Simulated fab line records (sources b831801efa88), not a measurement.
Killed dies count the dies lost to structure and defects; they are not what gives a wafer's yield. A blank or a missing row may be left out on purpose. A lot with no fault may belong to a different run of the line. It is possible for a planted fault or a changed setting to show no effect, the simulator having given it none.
Matching of chambers || flow gf180mcu || GF_V1_CMP_04 on cmp-02: 4 sister chambers
The step polishes SiO2. 14 wafers are shown with their chamber, then 7 later ones without.

WAFERS PAIRED WITH THEIR CHAMBERS
{"wafer": "L731.1", "chamber": 1, "motorCurrentA (A)": 10.7, "timeToEndpointS (s)": 75}
{"wafer": "L731.3", "chamber": 3, "motorCurrentA (A)": 11.2, "timeToEndpointS (s)": 77}
{"wafer": "L731.4", "chamber": 2, "motorCurrentA (A)": 10.3, "timeToEndpointS (s)": 79}
{"wafer": "L734.2", "chamber": 2, "motorCurrentA (A)": 10.0, "timeToEndpointS (s)": 78}
{"wafer": "L734.3", "chamber": 0, "motorCurrentA (A)": 10.5, "timeToEndpointS (s)": 83}
{"wafer": "L734.5", "chamber": 1, "motorCurrentA (A)": 11.1, "timeToEndpointS (s)": 92}
{"wafer": "L735.1", "chamber": 0, "motorCurrentA (A)": 10.6, "timeToEndpointS (s)": 83}
{"wafer": "L735.4", "chamber": 3, "motorCurrentA (A)": 11.2, "timeToEndpointS (s)": 77}
{"wafer": "L735.6", "chamber": 1, "motorCurrentA (A)": 11.2, "timeToEndpointS (s)": 86}
{"wafer": "L739.1", "chamber": 2, "motorCurrentA (A)": 10.3, "timeToEndpointS (s)": 78}
{"wafer": "L739.3", "chamber": 0, "motorCurrentA (A)": 10.6, "timeToEndpointS (s)": 89}
{"wafer": "L739.5", "chamber": 1, "motorCurrentA (A)": 11.6, "timeToEndpointS (s)": 92}
{"wafer": "L740.2", "chamber": 2, "motorCurrentA (A)": 10.3, "timeToEndpointS (s)": 75}
{"wafer": "L740.4", "chamber": 3, "motorCurrentA (A)": 11.5, "timeToEndpointS (s)": 85}

SIGNATURES, as means of the wafers listed above
{"reading": "motorCurrentA", "chamber 0": 10.567, "chamber 1": 11.150, "chamber 2": 10.225, "chamber 3": 11.300, "scatter within a chamber": 0.233}
{"reading": "timeToEndpointS", "chamber 0": 85.00, "chamber 1": 86.25, "chamber 2": 77.50, "chamber 3": 79.67, "scatter within a chamber": 5.18}
Rule: a wafer lies at a distance from a chamber equal to the root of the sum of squares, over the readings, of (its reading less the chamber's mean, divided by the reading's scatter). The wafer belongs to the nearest chamber; if the next one is less than 2 further off, it can't be placed. The scatter: the root of (the sum of the squares of (reading less its chamber's mean) over the shown wafers, divided by (wafers less chambers)).

WAFERS WITH NO CHAMBER GIVEN
{"wafer": "L740.5", "motorCurrentA (A)": 11.0, "timeToEndpointS (s)": 98}
{"wafer": "L742.3", "motorCurrentA (A)": 10.9, "timeToEndpointS (s)": 78}
{"wafer": "L742.4", "motorCurrentA (A)": 10.0, "timeToEndpointS (s)": 77}
{"wafer": "L742.6", "motorCurrentA (A)": 10.5, "timeToEndpointS (s)": 85}
{"wafer": "L754.2", "motorCurrentA (A)": 10.9, "timeToEndpointS (s)": 79}
{"wafer": "L754.3", "motorCurrentA (A)": 10.4, "timeToEndpointS (s)": 80}
{"wafer": "L754.4", "motorCurrentA (A)": 9.8, "timeToEndpointS (s)": 83}

THE CHAMBER EACH PASSED THROUGH
{"wafer": "L740.5", "from the rows above": "can't be placed: 1 or 0 or 3", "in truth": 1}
{"wafer": "L742.3", "from the rows above": "can't be placed: 3 or 1 or 0 or 2", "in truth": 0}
{"wafer": "L742.4", "from the rows above": "can't be placed: 2 or 0", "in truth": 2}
{"wafer": "L742.6", "from the rows above": "can't be placed: 0 or 2", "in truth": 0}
{"wafer": "L754.2", "from the rows above": "can't be placed: 3 or 1 or 0 or 2", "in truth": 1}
{"wafer": "L754.3", "from the rows above": "can't be placed: 2 or 0", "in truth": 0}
{"wafer": "L754.4", "from the rows above": "can't be placed: 2 or 0", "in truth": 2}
0 of 7 placed correctly. Cannot be placed on the basis of these rows: 7; the candidates contain the true chamber in 7. Number placed wrongly: 0.
